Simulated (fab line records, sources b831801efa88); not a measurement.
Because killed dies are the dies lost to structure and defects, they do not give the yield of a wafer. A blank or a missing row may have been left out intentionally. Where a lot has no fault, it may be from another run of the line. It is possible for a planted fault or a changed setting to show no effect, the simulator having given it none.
Which tool did it? ; flow gf180mcu ; 42 wafers from 14 lots sampled at 4 of the route's 602 steps

== WHAT THE GAUGES SHOWED, per wafer ==
GF_PSD_OVL_MEAS_08. Usual: PSD_OVL typically reads -1.4 nm, with standard deviation 1.2.
lot;measured;on;PSD_OVL (nm);flag
L268;day 13 23:23;overlay-02;0.9 1.0 -1.2;
L270;day 14 18:46;overlay-02;-3.0 -2.2 -1.0;
L271;day 15 02:23;overlay-02;-3.4 -2.5 -2.4;
L273;day 16 00:50;overlay-01;0.6 -2.0 -1.6;
L274;day 16 03:05;overlay-02;-1.0 -5.6 -1.9;
L280;day 18 14:59;overlay-01;-1.0 -0.8 -1.6;
L281;day 18 18:40;overlay-02;-0.6 -0.4 -1.2;
L283;day 19 17:11;overlay-02;-0.8 -1.0 -3.6;
L284;day 20 01:05;overlay-02;-1.5 -1.7 -3.5;
L285;day 20 14:41;overlay-01;-1.0 0.5 -1.3;
L286;day 20 19:56;overlay-01;-1.5 -0.5 0.0;
L289;day 21 17:47;overlay-02;-1.0 -0.2 -1.6;
L290;day 22 01:46;overlay-01;0.5 -2.9 -0.9;
L291;day 22 11:29;overlay-01;-0.7 -2.0 -0.1;

GF_CONTACT_THK_MEAS_01. Usual: CONTACT_CVD_00_THK typically reads 301 nm, with standard deviation 3.2.
lot;measured;on;CONTACT_CVD_00_THK (nm);flag
L268;day 14 21:39;film-metro-01;294 299 300;
L270;day 15 18:15;film-metro-02;303 301 303;
L271;day 16 02:05;film-metro-01;302 302 303;
L273;day 17 01:11;film-metro-04;300 301 303;
L274;day 17 03:47;film-metro-02;306 299 304;
L280;day 19 17:28;film-metro-02;300 299 300;
L281;day 19 21:19;film-metro-04;302 302 303;
L283;day 20 19:26;film-metro-02;296 297 298;
L284;day 21 02:55;film-metro-01;300 302 297;
L285;day 21 16:05;film-metro-01;297 296 295;
L286;day 21 21:44;film-metro-02;301 305 299;
L289;day 22 19:04;film-metro-04;299 297 297;
L290;day 23 02:36;film-metro-01;304 304 306;
L291;day 23 12:06;film-metro-02;301 301 296;

GF_CONTACT_CD_MEAS_14: the cd target is 220 nm. Usual: cd-nm at 220.1 nm, with a standard deviation of 1.4.
lot;measured;on;cd-nm (nm);flag
L268;day 15 19:48;cd-sem-01;222.1 222.6 221.7;
L270;day 16 16:52;cd-sem-02;- - -;OFF
L271;day 17 01:00;cd-sem-01;- - -;OFF
L273;day 18 00:34;cd-sem-01;220.2 220.5 220.7;
L274;day 18 03:27;cd-sem-02;220.5 221.7 219.3;
L280;day 20 18:39;cd-sem-01;218.6 220.4 220.2;
L281;day 20 22:16;cd-sem-02;221.1 221.4 221.6;
L283;day 21 20:10;cd-sem-02;221.1 222.7 220.6;
L284;day 22 03:06;cd-sem-01;218.8 219.8 220.3;
L285;day 22 16:23;cd-sem-01;218.4 218.3 217.4;
L286;day 22 22:15;cd-sem-01;221.2 219.8 221.2;
L289;day 23 18:31;cd-sem-01;217.6 218.3 219.6;
L290;day 24 01:50;cd-sem-01;219.1 219.5 221.2;
L291;day 24 11:04;cd-sem-01;222.0 221.6 224.0;

== WHICH TOOL RAN EACH LOT (tool, then ch and the chambers of the sampled wafers, then the start) ==
lot;GF_CONTACT_EXPOSE_11
L268;krf-scanner-01 ch 0, day 15 09:14
L270;krf-scanner-01, day 16 06:11
L271;krf-scanner-01, day 16 13:36
L273;krf-scanner-01 ch 0, day 17 13:07
L274;krf-scanner-01 ch 0, day 17 15:29
L280;krf-scanner-02 ch 0, day 20 06:52
L281;krf-scanner-02 ch 0, day 20 10:03
L283;krf-scanner-01 ch 0, day 21 08:32
L284;krf-scanner-02 ch 0, day 21 15:52
L285;krf-scanner-02 ch 0, day 22 04:35
L286;krf-scanner-02 ch 0, day 22 10:37
L289;krf-scanner-01 ch 0, day 23 07:20
L290;krf-scanner-01 ch 0, day 23 14:46
L291;krf-scanner-02 ch 0, day 23 23:53
- GF_CONTACT_EXPOSE_11: exposes mask Contact, target cd 220 nm.

== WHAT THE TOOLS THEMSELVES READ (means of the sampled wafers that have a number; where no wafer has one, the mark that the record gives instead) ==
GF_CONTACT_EXPOSE_11. Usual: exposure-dose-mJ-cm2 38.09, standard deviation 0.16; focus-offset-nm -0.1 nm, standard deviation 0.52.
lot;tool;exposure-dose-mJ-cm2;focus-offset-nm (nm);flag
L268;krf-scanner-01;38.26;-0.4;
L270;krf-scanner-01;-;-;OFF
L271;krf-scanner-01;-;-;OFF
L273;krf-scanner-01;38.22;-0.3;
L274;krf-scanner-01;38.29;-0.4;
L280;krf-scanner-02;37.94;-0.0;
L281;krf-scanner-02;38.00;-0.6;
L283;krf-scanner-01;38.30;0.8;
L284;krf-scanner-02;37.95;-1.1;
L285;krf-scanner-02;37.93;-0.5;
L286;krf-scanner-02;37.98;-0.5;
L289;krf-scanner-01;38.24;0.4;
L290;krf-scanner-01;38.22;-0.3;
L291;krf-scanner-02;37.95;0.5;

== THE ANSWER, worked out from the rows above alone ==
Rule: take the mean of a lot's wafers that have a number; if it is more than 3 standard deviations from the usual mean, the lot is off. A lot without any number at a reading at which 4 lots or more have one is off too. Where the step has rows for the other lots, those lots are counted as sound. After the gauges, taken in route order, come the tools' own readings; for these a lot's mean is taken, as printed above. At the first step where some lot is off, the reading lying furthest off is the one used; lots without a number count as furthest.
Off at GF_CONTACT_CD_MEAS_14 (cd-nm): L270, L271. Without a number there: L270, L271.
A tool fits if, at a process step before that reading, it ran every lot that is off, and no sound lot after the first of them. Not tried: the gauges at GF_CONTACT_CD_MEAS_14; whatever is off there is also off at GF_CONTACT_EXPOSE_11, on other tools, and gauge error can't account for it. Not one of the candidates tried fits.

== WHAT THE SIMULATOR HAD INSERTED ==
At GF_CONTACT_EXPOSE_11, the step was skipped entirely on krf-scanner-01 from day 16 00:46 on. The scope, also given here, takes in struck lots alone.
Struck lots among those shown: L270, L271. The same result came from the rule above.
